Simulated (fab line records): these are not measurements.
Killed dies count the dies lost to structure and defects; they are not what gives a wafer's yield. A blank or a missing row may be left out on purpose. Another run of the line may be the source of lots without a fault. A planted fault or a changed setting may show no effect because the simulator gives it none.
What tool caused it?	flow sky130	13 lots, 39 wafers sampled, at 4 steps of a route of 708

WHAT EACH GAUGE READ, for each wafer
SKY_CONTACT_OVL_MEAS_15.
lot	measured	on	CONTACT_OVL (nm)
L229	day 31 14:31	overlay-01	5 7 -3
L230	day 31 18:27	overlay-01	-6 -9 -6
L231	day 32 01:40	overlay-02	-2 -4 0
L232	day 32 11:37	overlay-02	-2 -7 -10
L233	day 32 21:12	overlay-02	11 2 7
L239	day 34 18:04	overlay-01	0 2 5
L242	day 35 20:40	overlay-01	-6 -4 -9
L245	day 36 09:04	overlay-01	2 4 1
L246	day 36 19:55	overlay-02	5 2 0
L247	day 37 06:37	overlay-02	-1 3 -6
L248	day 37 13:04	overlay-02	-9 -5 -4
L251	day 38 10:22	overlay-01	-4 -2 -6
L252	day 39 21:04	overlay-01	6 7 9

SKY_METAL1_RS_MEAS_05: measurement is done with a four-point probe.
lot	measured	on	METAL1_ALCU_RS (ohm/sq)
L229	day 31 16:06	film_metro-04	0.1254 0.1296 0.1303
L230	day 31 20:01	film_metro-04	0.1278 0.1280 0.1283
L231	day 32 03:13	film_metro-04	0.1276 0.1268 0.1265
L232	day 32 13:11	film_metro-04	0.1283 0.1238 0.1234
L233	day 32 22:56	film_metro-04	0.1274 0.1290 0.1270
L239	day 34 19:38	film_metro-02	0.1289 0.1270 0.1275
L242	day 35 22:15	film_metro-04	0.1303 0.1253 0.1260
L245	day 36 10:37	film_metro-04	0.1264 0.1273 0.1301
L246	day 36 21:30	film_metro-02	0.1245 0.1280 0.1242
L247	day 37 08:12	film_metro-02	0.1245 0.1255 0.1243
L248	day 37 14:38	film_metro-03	0.1266 0.1247 0.1282
L251	day 38 11:59	film_metro-03	0.1285 0.1249 0.1241
L252	day 39 22:42	film_metro-02	0.1273 0.1273 0.1255

SKY_VIA1_RS_MEAS_22: measurement is done with a four-point probe.
lot	measured	on	VIA1_W_RS (ohm/sq)
L229	day 34 00:31	film_metro-03	0.421 0.438 0.426
L230	day 34 03:50	film_metro-03	0.436 0.434 0.435
L231	day 34 11:29	film_metro-03	0.421 0.424 0.427
L232	day 34 21:53	film_metro-02	0.427 0.430 0.426
L233	day 35 06:11	film_metro-03	0.430 0.440 0.437
L239	day 37 01:59	film_metro-01	0.426 0.427 0.430
L242	day 38 03:56	film_metro-01	0.432 0.429 0.429
L245	day 38 16:38	film_metro-02	0.426 0.425 0.427
L246	day 39 03:14	film_metro-02	0.427 0.429 0.432
L247	day 39 12:58	film_metro-03	0.430 0.431 0.433
L248	day 39 19:47	film_metro-02	0.424 0.426 0.419
L251	day 40 15:19	film_metro-03	0.431 0.419 0.421
L252	day 42 01:07	film_metro-02	0.418 0.416 0.416

WHAT TOOL EACH LOT RAN ON (gives the tool, then ch and the chambers of the sampled wafers, and finally the start)
lot	SKY_LI_CONTACT_ETCH_15
L229	rie_diel-01 ch 1,3, day 29 03:50
L230	rie_diel-01 ch 0,2,3, day 29 08:53
L231	rie_diel-02 ch 0,2,3, day 29 15:15
L232	rie_diel-01 ch 0,1,3, day 30 03:48
L233	rie_diel-02 ch 0,1,3, day 30 11:17
L239	rie_diel-03 ch 0,2,3, day 32 11:07
L242	rie_diel-03 ch 0,1, day 33 14:18
L245	rie_diel-02 ch 1,3, day 34 02:45
L246	rie_diel-02 ch 1,2,3, day 34 13:20
L247	rie_diel-02 ch 1,3, day 35 00:02
L248	rie_diel-01 ch 0,1,2, day 35 06:23
L251	rie_diel-02 ch 1,2,3, day 36 03:47
L252	rie_diel-01 ch 0,1,3, day 37 16:26
- SKY_LI_CONTACT_ETCH_15: etches PSG in C4F8/O2/Ar, stops on Si, target depth 600 nm.

WHAT THE TOOLS THEMSELVES READ (means of the sampled wafers that have a number; where no wafer has one, the mark that the record gives instead)
SKY_LI_CONTACT_ETCH_15.
lot	tool	bias_w (W)	oes_product_au (a.u.)
L229	rie_diel-01	1205	0.837
L230	rie_diel-01	1198	0.842
L231	rie_diel-02	1198	0.842
L232	rie_diel-01	1201	0.840
L233	rie_diel-02	1200	0.837
L239	rie_diel-03	1200	0.838
L242	rie_diel-03	1200	0.838
L245	rie_diel-02	1202	0.840
L246	rie_diel-02	1204	0.833
L247	rie_diel-02	1199	0.841
L248	rie_diel-01	1199	0.836
L251	rie_diel-02	1200	0.837
L252	rie_diel-01	1194	0.836

THE ANSWER, worked out from the rows above alone
Rule: the lots themselves supply what counts as usual. The widest of any qualifying gaps counts: lots, ordered by their means at a reading, are off when they make up no more than a third of the lots, leave a main group of 4 or more, and stand apart from it by 3 or more times the standard deviation of that group's means. If all means in a main group match to the digits the tables above print for the reading, that group is not used. A lot without any number at a reading at which 4 lots or more have one is off too. The other lots that the step has rows for count as sound. After the gauges, taken in route order, come the tools' own readings; for these a lot's mean is taken, as printed above. The first step at which some lot is off is used, and at that step the reading that is off furthest; a lot without a number counts as furthest.
Across all readings shown, no lot is off: no conclusion can be drawn from this.

WHAT THE SIMULATOR PUT IN
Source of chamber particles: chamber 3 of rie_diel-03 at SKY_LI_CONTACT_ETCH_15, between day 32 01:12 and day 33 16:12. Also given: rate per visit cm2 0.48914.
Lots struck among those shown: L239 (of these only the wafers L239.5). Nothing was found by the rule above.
